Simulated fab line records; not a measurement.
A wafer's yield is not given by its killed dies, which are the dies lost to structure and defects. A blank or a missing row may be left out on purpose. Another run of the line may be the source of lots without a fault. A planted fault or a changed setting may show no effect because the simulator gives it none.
The same fault as seen by 2 desks || flow gf180mcu || what lay behind the numbers comes last; until then each desk has only its own

FOR THE TOOL OWNER'S DESK: implanter-04
The tool's own readings at GF_NWELL_IMPLANT_08: means of the sampled wafers that have a number, for each lot that ran on this tool. Any lot whose mean is over 4 standard deviations away from the usual mean is out of limits and marked OUT; that distance is given in the brackets.
Columns: A = beam-energy-keV at GF_NWELL_IMPLANT_08, usual 449.98; B = dose-ions-cm2 at GF_NWELL_IMPLANT_08, usual 1.4996e+13; C = faraday-current-uA at GF_NWELL_IMPLANT_08, usual 84.9
{"lot": "L122", "first seen here": "day 3 18:19", "A": 450.12, "B": 1.4983e+13, "C": 84.2}
{"lot": "L125", "first seen here": "day 4 09:26", "A": 449.89, "B": "9.6793e+12 (-99 or more) OUT", "C": "54.4 (-17) OUT"}
{"lot": "L129", "first seen here": "day 5 08:05", "A": 450.02, "B": "9.6800e+12 (-99 or more) OUT", "C": "53.9 (-17) OUT"}
{"lot": "L143", "first seen here": "day 8 15:07", "A": 449.97, "B": 1.5015e+13, "C": 84.1}
This desk's finding: out of limits on L125, L129; first on L125, day 4 09:26 (dose-ions-cm2 at GF_NWELL_IMPLANT_08). In limits: L122, L143.

FROM THE METROLOGY DESK
Means of the sampled wafers that have a number, per lot and without regard to the tool the lot ran on: this is what the gauges read. Any lot whose mean is over 4 standard deviations away from the usual mean is out of limits and marked OUT; that distance is given in the brackets.
Columns: A = NWELL_TW at GF_NWELL_TW_MEAS_11, usual 1566; B = NWELL_RS at GF_VT_IMPLANT_RS_MEAS_47, usual 488.2 ohm/sq
{"lot": "L122", "first seen here": "day 3 18:43", "A": 1556, "B": 489.4}
{"lot": "L125", "first seen here": "day 4 09:50", "A": "1407 (-9.4) OUT", "B": "617.9 (+86) OUT"}
{"lot": "L129", "first seen here": "day 5 08:29", "A": "1416 (-8.8) OUT", "B": "613.8 (+84) OUT"}
{"lot": "L133", "first seen here": "day 6 10:13", "A": 1582, "B": 488.5}
{"lot": "L135", "first seen here": "day 6 19:07", "A": 1554, "B": 490.0}
{"lot": "L137", "first seen here": "day 7 04:53", "A": 1559, "B": 488.4}
{"lot": "L139", "first seen here": "day 7 18:44", "A": 1560, "B": 489.1}
{"lot": "L140", "first seen here": "day 7 22:49", "A": 1570, "B": 488.9}
{"lot": "L141", "first seen here": "day 8 03:49", "A": 1541, "B": 487.7}
{"lot": "L142", "first seen here": "day 8 08:53", "A": 1542, "B": 488.4}
{"lot": "L143", "first seen here": "day 8 15:28", "A": 1573, "B": 488.4}
This desk finds L125, L129 out of limits, with the earliest case on L125 at day 4 09:50 (NWELL_TW at GF_NWELL_TW_MEAS_11). In limits: L122, L133, L135, L137, L139, L140, L141, L142, L143.

ALL TOGETHER
The tool owner's desk could have raised an alarm at day 4 09:26, on L125, L129.
Metrology desk: alarm possible at day 4 09:50 on L125, L129.
The lots listed all ran GF_NWELL_IMPLANT_08 on implanter-04.

WHAT THE SIMULATOR HAD INSERTED
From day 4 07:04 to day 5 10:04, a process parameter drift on implanter-04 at GF_NWELL_IMPLANT_08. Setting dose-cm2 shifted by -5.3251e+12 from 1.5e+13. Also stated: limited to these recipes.
Struck lots among those shown: L125, L129.
Time in hours from fault onset to the first out-of-limits reading at each desk: tool owner's desk 2, metrology desk 3.
